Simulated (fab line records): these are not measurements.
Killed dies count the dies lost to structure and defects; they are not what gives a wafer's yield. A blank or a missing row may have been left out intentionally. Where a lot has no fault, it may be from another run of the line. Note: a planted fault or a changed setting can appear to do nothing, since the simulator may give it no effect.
Chamber matching ; flow sfqLine ; SFQ_TRILAYER_I1_DEP_PECVD_045 on pecvd-03: 3 sister chambers
The step deposits SiO2 from SiH4/N2O, time 111.11 s, target thk 500 nm. 14 wafers are shown with their chamber, then 7 later ones without.

## EACH WAFER AND ITS CHAMBER
wafer;chamber;throttleValvePct (%);heaterPowerW (W)
L469.3;2;23.3;105
L469.4;0;24.5;78
L469.6;2;23.2;87
L472.1;0;25.1;79
L472.2;1;22.5;75
L472.4;2;23.3;100
L477.1;2;23.4;89
L477.3;0;24.8;79
L477.4;1;22.4;77
L478.1;2;23.3;97
L478.3;0;24.7;73
L478.6;2;23.1;98
L479.3;1;22.5;71
L479.4;1;22.2;74

SIGNATURES, as means of the wafers listed above
reading;chamber 0;chamber 1;chamber 2;scatter within a chamber
throttleValvePct;24.775;22.400;23.267;0.165
heaterPowerW;77.25;74.25;96.00;5
Rule: a wafer lies at a distance from a chamber equal to the root of the sum of squares, over the readings, of (its reading less the chamber's mean, divided by the reading's scatter). The wafer belongs to the nearest chamber; if the next one is less than 2 further off, it can't be placed. The scatter: the root of (the sum of the squares of (reading less its chamber's mean) over the shown wafers, divided by (wafers less chambers)).

## WAFERS WITHOUT THEIR CHAMBER
wafer;throttleValvePct (%);heaterPowerW (W)
L479.5;24.7;73
L484.1;22.5;76
L484.3;23.6;92
L484.6;22.5;77
L485.2;24.7;72
L485.5;22.5;78
L485.6;25.1;72

## THE CHAMBER EACH PASSED THROUGH
wafer;from the rows above;in truth
L479.5;0;0
L484.1;1;1
L484.3;2;2
L484.6;1;1
L485.2;0;0
L485.5;1;1
L485.6;0;0
7 of 7 placed correctly. Not placeable from these rows: 0. Placed wrongly: 0.
